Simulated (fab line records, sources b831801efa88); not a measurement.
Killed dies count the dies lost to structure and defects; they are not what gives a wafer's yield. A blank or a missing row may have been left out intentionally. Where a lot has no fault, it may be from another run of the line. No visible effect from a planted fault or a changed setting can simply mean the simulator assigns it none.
A struck lot beside a sound one ; flow sfqLine ; 14 steps out of a route of 325
Sound: wafers L373.2, L373.3, L373.6. Struck: wafers L384.1, L384.4, L384.6. Last of all comes the cause.
Per side, at each step with rows, come the tool, then ch with its chambers, and then its first start. Under that, the readings that differ: sound wafers ; struck wafers ; difference of the means ; sigmas: that difference in standard deviations of wafers without a fault.
alike: same words and numbers on both sides, and readings whose means sit less than 2 such deviations apart. not compared: any withheld reading, any reading some wafer has no value for, any bound like >300 that may hide the same value, and any number with overlapping values for which the record gives no deviation.
The two part at a step that has a row with sigmas, a row that says differs or no value, or rows on one side only. Numbers that have no deviation but don't overlap get no sigmas and don't part them. A reading that every wafer of one side lacks parts them only if that side has two wafers or more.

first, 3 steps without rows for these wafers: SFQ_TRILAYER_I5_LITHO_EXPOSE_145 (exposes mask I5, target cd 700 nm); SFQ_TRILAYER_I5_LITHO_PEB_147 (peb time 60 s); SFQ_TRILAYER_I5_LITHO_DEVELOP_146 (time 60 s).
SFQ_I5_OVL_MEAS_936:
  sound: overlay-02 at day 67 19:26; struck: overlay-01 at day 73 02:14
  alike: I5_OVL
SFQ_TRILAYER_I5_BARC_OPEN_VIA_ETCH_200: etches BARC in O2, target depth 125 nm, time 41.7 s.
  sound on rieDiel-04 ch 0,3, day 67 19:28; struck on rieDiel-04 ch 0,1,3, day 73 02:16
  alike: drypumpMotorCurrentA, oesProductAu
  not compared: rfHoursCounterH
SFQ_TRILAYER_I5_ETCH_VIA_ETCH_147: etches the open film in CHF3, stops on Nb, target depth 360 nm.
  sound on rieDiel-04 ch 0,3, day 67 19:30; struck on rieDiel-04 ch 0,1,3, day 73 02:18
  alike: drypumpMotorCurrentA, oesProductAu
SFQ_TRILAYER_I5_STRIP_STRIP_148: strips in O2.
  sound on rieMetal-02 ch 0,1, day 67 19:39; struck on rieMetal-03 ch 0,1, day 73 02:27
  alike: drypumpMotorCurrentA, oesProductAu
  not compared: rfHoursCounterH
then, 5 steps without rows for these wafers: SFQ_TRILAYER_I5_STRIP_SOLV_CLEAN_149 (cleans in NMP, time 600 s); SFQ_TRILAYER_C5_LITHO_COAT_156 (resist thk 62 nm); SFQ_TRILAYER_C5_LITHO_COAT_151 (resist thk 650 nm); SFQ_TRILAYER_C5_LITHO_SOFTBAKE_155; SFQ_TRILAYER_C5_LITHO_EXPOSE_152 (exposes mask C5, target cd 500 nm).
-- the record jumps here: 3 days lie between the struck wafers' starts before and after --
SFQ_TRILAYER_C5_LITHO_PEB_154: peb time 60 s.
  sound on lithoTrack-02 ch 0, day 72 07:49; struck on lithoTrack-03, day 76 13:36
  no value came back on the struck wafers for chillPlateTempC (C), exhaustPa (Pa); on the sound wafers chillPlateTempC (C) reads 22.85 22.82 22.86
then, 1 step without rows for these wafers: SFQ_TRILAYER_C5_LITHO_DEVELOP_153 (time 60 s).

WHERE THEY PART
SFQ_TRILAYER_C5_LITHO_PEB_154 only, going by this record.

WHY: what the simulator had put in
Step skipped in full: lithoTrack-03, at SFQ_TRILAYER_C5_LITHO_PEB_154, from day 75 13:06 onward. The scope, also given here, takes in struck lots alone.
